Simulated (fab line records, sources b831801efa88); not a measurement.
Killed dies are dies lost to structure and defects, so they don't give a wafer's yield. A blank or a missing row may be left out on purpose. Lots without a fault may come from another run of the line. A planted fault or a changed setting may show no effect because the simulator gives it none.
fab line records | flow sky130
record lots=14 wafers=42 last_day=50
route steps=708 shown FIELD_ISO@3 VT_ADJUST_HVTP@88 SD_N@349 LOCAL_INTERCONNECT@398 PAD_OPEN@708
lots that met no fault: from a run of the same line without faults
start_h: hours from the record's first day to the start of the lot's first wafer shown | wait_h: hours since the lot's step before | " the same as in the row above | L1.1+2: a row that stands for several wafers | - no value, or no start given | * or withheld: withheld | < > ~ a bound
route shown NAME@n: a module of which the file shows steps, and the number in the route of the first | usual: mean/standard deviation of fault-free wafers | same: alike in all rows | chamber/n: place in a boat | sites: the reading at each site | _std_site: their standard deviation | _edge_site: outer sites' mean less inner sites' | radius_mm: how far each site lies from the wafer's centre | mask NAME#n: copy n | behind: the tool/chamber that last shaped the wafer | hold: why the lot was held/for how many hours/how that ended | device: the transistor (n, p or np) that didn't switch | end of line: the same wafers' tests at the end of the route | a step without rows: its recipe alone | killed: dies lost to structure and defects at the first sort, not the wafer's yield | map: a wafer's dies, x killed, . not, _ none there
set.NAME: the setting as run; set.NAME@STEP: as run at that earlier step | model.NAME: the simulator's own value behind a step, which no gauge read
steps of the route over a sample of lots; a table a step, a row a wafer
## steps
# step SKY_FIELD_ISO_THK_MEAS_02
# recipe reads=SiO2_of_FIELD_ISO_OXIDATION_01
# usual FIELD_ISO_OXIDATION_00_THK=11.99/0.24
# columns lot.wafer tool chamber start_h wait_h FIELD_ISO_OXIDATION_00_THK[nm]
L409.4 film_metro-01 - 12.44 0.0 12.08
L409.5 " - " " 12.14
L409.6 " - " " 12.12
L410.1 film_metro-03 - 16.63 0.0 12.37
L410.2 " - " " 11.98
L410.3 " - " " 12.19
L411.2 film_metro-04 - 21.64 0.0 11.77
L411.3 " - " " 11.70
L411.6 " - " " 11.92
L412.2 film_metro-03 - 27.61 0.0 11.84
L412.3 " - " " 11.77
L412.5 " - " " 11.83
L414.1 film_metro-04 - 36.63 0.0 12.06
L414.2 " - " " 12.10
L414.5 " - " " 12.13
L415.2 film_metro-04 - 42.02 0.0 12.27
L415.3 " - " " 12.35
L415.6 " - " " 12.11
L416.2 film_metro-03 - 46.64 0.0 11.73
L416.5 " - " " 12.02
L416.6 " - " " 11.80
L418.1 film_metro-03 - 57.46 0.0 12.01
L418.5 " - " " 11.89
L418.6 " - " " 11.97
L420.1 film_metro-03 - 66.96 0.0 12.29
L420.4 " - " " 12.21
L420.6 " - " " 12.44
L422.2 film_metro-04 - 76.64 0.0 11.80
L422.3 " - " " 11.95
L422.4 " - " " 12.07
L426.2 film_metro-04 - 97.83 0.0 12.04
L426.4 " - " " 11.89
L426.5 " - " " 11.88
L427.1 film_metro-03 - 102.07 0.0 12.09
L427.2 " - " " 11.80
L427.4 " - " " 11.93
L431.1 film_metro-04 - 122.63 0.0 11.91
L431.3 " - " " 11.99
L431.5 " - " " 11.89
L432.1 film_metro-01 - 126.85 0.0 11.73
L432.5 " - " " 11.95
L432.6 " - " " 11.92
# step SKY_VT_ADJUST_HVTP_SOFTBAKE_03
# recipe temp_c=90 time_s=60 resist=NOVOLAK
# usual run_length_s=89.19/0.25
# columns lot.wafer tool chamber start_h wait_h run_length_s
L409.4 litho_track-02 0 110.58 0.1 89.20
L409.5 " 0 " " 89.45
L409.6 " 0 " " 89.12
L410.1 litho_track-03 0 117.33 0.1 89.29
L410.2 " 0 " " 89.34
L410.3 " 0 " " 89.40
L411.2 litho_track-02 0 120.08 0.1 89.35
L411.3 " 0 " " 89.16
L411.6 " 0 " " 89.11
L412.2 litho_track-03 0 128.36 0.1 89.46
L412.3 " 0 " " 89.31
L412.5 " 0 " " 89.32
L414.1 litho_track-04 0 141.11 0.1 88.78
L414.2 " 0 " " 89.00
L414.5 " 0 " " 89.13
L415.2 litho_track-03 0 151.61 0.1 89.34
L415.3 " 0 " " 89.30
L415.6 " 0 " " 89.40
L416.2 litho_track-04 0 156.63 0.1 89.04
L416.5 " 0 " " 88.80
L416.6 " 0 " " 88.77
L418.1 litho_track-02 0 167.81 0.1 89.13
L418.5 " 0 " " 89.29
L418.6 " 0 " " 89.14
L420.1 litho_track-04 0 180.41 0.1 88.76
L420.4 " 0 " " 88.81
L420.6 " 0 " " 88.78
L422.2 litho_track-03 0 192.56 0.1 89.73
L422.3 " 0 " " 89.44
L422.4 " 0 " " 89.51
L426.2 litho_track-03 0 217.96 0.1 89.38
L426.4 " 0 " " 89.33
L426.5 " 0 " " 89.42
L427.1 litho_track-03 0 223.93 0.1 107.18
L427.2 " 0 " " 107.11
L427.4 " 0 " " 107.34
L431.1 litho_track-03 0 257.93 0.1 107.17
L431.3 " 0 " " 107.40
L431.5 " 0 " " 107.34
L432.1 litho_track-04 0 262.66 0.1 88.77
L432.5 " 0 " " 88.85
L432.6 " 0 " " 88.82
# step SKY_SD_N_CD_MEAS_07
# recipe target_cd_nm=380
# usual cd_nm=380/3.3
# columns lot.wafer tool chamber start_h wait_h cd_nm
L409.4 cd_sem-01 - 645.52 0.1 382
L409.5 " - " " 382
L409.6 " - " " 382
L411.2 cd_sem-02 - 657.23 0.1 388
L411.3 " - " " 386
L411.6 " - " " 388
L410.1 cd_sem-01 - 658.73 0.1 375
L410.2 " - " " 376
L410.3 " - " " 375
L412.2 cd_sem-01 - 689.93 0.1 377
L412.3 " - " " 376
L412.5 " - " " 377
L414.1 cd_sem-01 - 695.68 0.1 379
L414.2 " - " " 380
L414.5 " - " " 381
L415.2 cd_sem-01 - 708.10 0.1 375
L415.3 " - " " 378
L415.6 " - " " 376
L416.2 cd_sem-02 - 711.35 0.1 375
L416.5 " - " " 378
L416.6 " - " " 379
L418.1 cd_sem-01 - 725.02 0.1 381
L418.5 " - " " 382
L418.6 " - " " 383
L420.1 cd_sem-01 - 749.96 0.1 381
L420.4 " - " " 381
L420.6 " - " " 378
L422.2 cd_sem-01 - 762.12 0.1 380
L422.3 " - " " 379
L422.4 " - " " 378
L426.2 cd_sem-02 - 783.10 0.1 382
L426.4 " - " " 384
L426.5 " - " " 381
L427.1 cd_sem-02 - 788.86 0.1 376
L427.2 " - " " 376
L427.4 " - " " 377
L431.1 cd_sem-01 - 834.03 0.1 378
L431.3 " - " " 380
L431.5 " - " " 377
L432.1 cd_sem-02 - 837.75 0.1 383
L432.5 " - " " 385
L432.6 " - " " 385
# step SKY_LOCAL_INTERCONNECT_CD_MEAS_11
# recipe target_cd_nm=170
# usual cd_nm=170.2/1.4
# columns lot.wafer tool chamber start_h wait_h cd_nm
L409.4 cd_sem-02 - 707.51 - 170.6
L409.5 " - " " 170.9
L409.6 " - " " 169.8
L411.2 cd_sem-02 - 716.43 - 170.2
L411.3 " - " " 169.9
L411.6 " - " " 171.2
L410.1 cd_sem-02 - 719.73 - 169.4
L410.2 " - " " 169.4
L410.3 " - " " 167.9
L412.2 cd_sem-01 - 748.50 - 169.0
L412.3 " - " " 169.3
L412.5 " - " " 170.3
L414.1 cd_sem-01 - 755.06 - 171.1
L414.2 " - " " 171.0
L414.5 " - " " 170.3
L415.2 cd_sem-01 - 767.22 - 166.8
L415.3 " - " " 169.8
L415.6 " - " " 168.6
L416.2 cd_sem-01 - 770.42 - 168.7
L416.5 " - " " 171.9
L416.6 " - " " 170.9
L418.1 cd_sem-02 - 784.15 - 170.1
L418.5 " - " " 170.7
L418.6 " - " " 169.8
L420.1 cd_sem-02 - 808.83 - 170.4
L420.4 " - " " 171.4
L420.6 " - " " 168.9
L422.2 cd_sem-02 - 818.93 - 172.6
L422.3 " - " " 172.1
L422.4 " - " " 171.0
L426.2 cd_sem-01 - 839.73 - 168.2
L426.4 " - " " 168.9
L426.5 " - " " 168.6
L427.1 cd_sem-02 - 845.43 - 168.4
L427.2 " - " " 169.3
L427.4 " - " " 167.2
L431.1 cd_sem-01 - 887.66 - 171.3
L431.3 " - " " 172.8
L431.5 " - " " 171.7
L432.1 cd_sem-01 - 892.28 - 171.9
L432.5 " - " " 172.7
L432.6 " - " " 170.6
# step SKY_PAD_OPEN_PROBE_99
# usual killed_at_M0_to_M3=42/6.4 killed_at_M4_up=3.2/1.9 killed_at_contacts=24/4.8 killed_at_front_end=16/4.4 killed_at_other=0.3/0.55 killed_dies=86/8.6 killed_open=46/6.6 killed_short=39/5.7
# same gross_dies=492 killed_at_back_side=0
# columns lot.wafer tool chamber start_h wait_h killed_at_M0_to_M3 killed_at_M4_up killed_at_contacts killed_at_front_end killed_at_other killed_dies killed_open killed_short
L420.1 prober-02 - 1150.48 0.1 37 4 28 15 0 84 53 31
L420.4 prober-02 - 1150.63 0.2 34 4 28 12 0 78 38 40
L420.6 prober-02 - 1150.73 0.2 40 2 27 20 0 89 47 42
# killed by level:class
L420.1 CONTACT:geometric_particle:open=14 VIA2:geometric_particle:open=11 VIA1:geometric_particle:open=8 LI_CONTACT:geometric_particle:open=7 FIELD_ISO:geometric_particle:open=6 METAL1:geometric_particle:short=6 METAL4:geometric_particle:short=4 FIELD_ISO:geometric_particle:short=3
L420.4 VIA1:geometric_particle:open=9 CONTACT:geometric_particle:short=8 LI_CONTACT:geometric_particle:open=6 LOCAL_INTERCONNECT:geometric_particle:short=5 VIA2:geometric_particle:open=5 FIELD_ISO:geometric_particle:open=4 VIA1:geometric_particle:short=4 METAL1:geometric_particle:short=4
L420.6 CONTACT:geometric_particle:open=10 VIA1:geometric_particle:open=10 VIA2:geometric_particle:open=8 FIELD_ISO:geometric_particle:short=7 LI_CONTACT:geometric_particle:open=7 LOCAL_INTERCONNECT:geometric_particle:short=6 VIA3:geometric_particle:open=6 VIA2:geometric_particle:short=5
## key
first_sign step=SKY_VT_ADJUST_HVTP_SOFTBAKE_03 reading=run_length_s direction=up sigmas=71 usual=* struck=*
effect none on later readings
met_at SKY_VT_ADJUST_HVTP_SOFTBAKE_03
struck_lots L427,L431
tester_left_out L427,L431
not_acting_at SKY_FIELD_ISO_THK_MEAS_02,SKY_SD_N_CD_MEAS_07,SKY_LOCAL_INTERCONNECT_CD_MEAS_11
onset_between 217.96 223.93
fault kind=process_parameter_drift tool=litho_track-03 chamber=- onset_h=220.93 steps=SKY_VT_ADJUST_HVTP_SOFTBAKE_03 channel=time_s offset=* shape=step end_h=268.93 acts_in=* stated=*
# tester_left_out: of these lots the tester's yield and bins aren't shown, on N5 and GAA mostly nor the transistor test; their killed dies are dies lost to structure and defects alone, not to doping, threshold or leakage, so they don't give the yield
